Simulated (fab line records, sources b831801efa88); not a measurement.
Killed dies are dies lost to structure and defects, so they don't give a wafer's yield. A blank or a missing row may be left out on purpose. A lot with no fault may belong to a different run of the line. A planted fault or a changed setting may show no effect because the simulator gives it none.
Which tool was responsible? -- flow sky130 -- Sampling: 11 lots, 32 wafers, 4 of 708 route steps

## WHAT THE GAUGES SHOWED, per wafer
SKY_VIA1_THK_MEAS_01.
lot,measured,on,VIA1_HDPCVD_THK (nm)
L947,day 33 05:04,film_metro-01,1036 1028 1029
L948,day 33 08:01,film_metro-02,1051 1042 1043
L951,day 34 10:13,film_metro-01,1046 1041 1022
L953,day 35 03:56,film_metro-01,1041 1038 1023
L955,day 35 15:41,film_metro-04,1028 1044 1040
L958,day 36 22:18,film_metro-01,971 1022 1035
L959,day 37 07:28,film_metro-01,965 1020
L960,day 37 14:18,film_metro-02,1022 1034 1036
L969,day 40 01:45,film_metro-04,1024 1039 1037
L967,day 40 05:01,film_metro-01,1019 1032 1036
L968,day 40 06:36,film_metro-01,1035 1026 1040

## WHAT TOOL EACH LOT RAN ON (gives the tool, then ch and the chambers of the sampled wafers, and finally the start)
lot,SKY_LOCAL_INTERCONNECT_METAL_ETCH_14,SKY_METAL1_SPUTTER_02,SKY_VIA1_HDPCVD_00
L947,"rie_metal-04 ch 0, day 30 18:26","pvd_sputter-02, day 32 00:51","hdpcvd-01 ch 0,2, day 33 04:53"
L948,"rie_metal-04 ch 0,1, day 30 21:39","pvd_sputter-04, day 32 04:03","hdpcvd-02 ch 0,2, day 33 07:53"
L951,"rie_metal-04 ch 0,1, day 32 01:56","pvd_sputter-02, day 33 07:14","hdpcvd-01 ch 0,1, day 34 10:05"
L953,"rie_metal-04 ch 0,1, day 32 18:06","pvd_sputter-03, day 34 00:02","hdpcvd-01 ch 0,1,2, day 35 03:50"
L955,"rie_metal-04 ch 0,1, day 33 07:39","pvd_sputter-04, day 34 12:07","hdpcvd-01 ch 0,1,2, day 35 15:35"
L958,"rie_metal-04 ch 0,1, day 34 13:39","pvd_sputter-04, day 35 18:41","hdpcvd-01 ch 1,2, day 36 22:11"
L959,"rie_metal-04 ch 0,1, day 34 23:21","pvd_sputter-02, day 36 03:52","hdpcvd-01 ch 0, day 37 07:17"
L960,"rie_metal-04 ch 0,1, day 35 04:41","pvd_sputter-04, day 36 10:12","hdpcvd-02 ch 1,2, day 37 14:11"
L969,"rie_metal-02 ch 1, day 37 18:44","pvd_sputter-02, day 38 23:52","hdpcvd-02 ch 0,1,2, day 40 01:38"
L967,"rie_metal-04 ch 0,1, day 37 22:53","pvd_sputter-02, day 39 03:24","hdpcvd-02 ch 0,1,2, day 40 04:54"
L968,"rie_metal-02 ch 0,1, day 37 23:03","pvd_sputter-03, day 39 04:00","hdpcvd-01 ch 0,1, day 40 06:29"
- SKY_LOCAL_INTERCONNECT_METAL_ETCH_14: etches TiN in Cl2/BCl3, stops on PSG, target depth 110 nm, time 31.4 s.
- SKY_METAL1_SPUTTER_02: material AlCu, target thk 250 nm, time 13.3 s.
- SKY_VIA1_HDPCVD_00: deposits SiO2, target thk 1030 nm, time 171.7 s.

## THE ANSWER, worked out from the rows above alone
Rule: the lots themselves supply what counts as usual. The widest of any qualifying gaps counts: lots, ordered by their means at a reading, are off when they make up no more than a third of the lots, leave a main group of 4 or more, and stand apart from it by 3 or more times the standard deviation of that group's means. The tables above print the reading to a certain number of digits; a main group whose means all agree to those digits is not used. Also off: a lot with no number at a reading for which 4 or more lots have one. Where the step has rows for the other lots, those lots are counted as sound.
Off: L958, L959, seen at SKY_VIA1_THK_MEAS_01 (VIA1_HDPCVD_THK). Mean 1035 nm and standard deviation 4.6 in the main group.
A tool fits if, at a process step before that reading, it ran every lot that is off, and no sound lot after the first of them. Gauges at SKY_VIA1_THK_MEAS_01: tried the same way as those tools. None of those tried fits.

## WHAT THE SIMULATOR HAD PUT IN
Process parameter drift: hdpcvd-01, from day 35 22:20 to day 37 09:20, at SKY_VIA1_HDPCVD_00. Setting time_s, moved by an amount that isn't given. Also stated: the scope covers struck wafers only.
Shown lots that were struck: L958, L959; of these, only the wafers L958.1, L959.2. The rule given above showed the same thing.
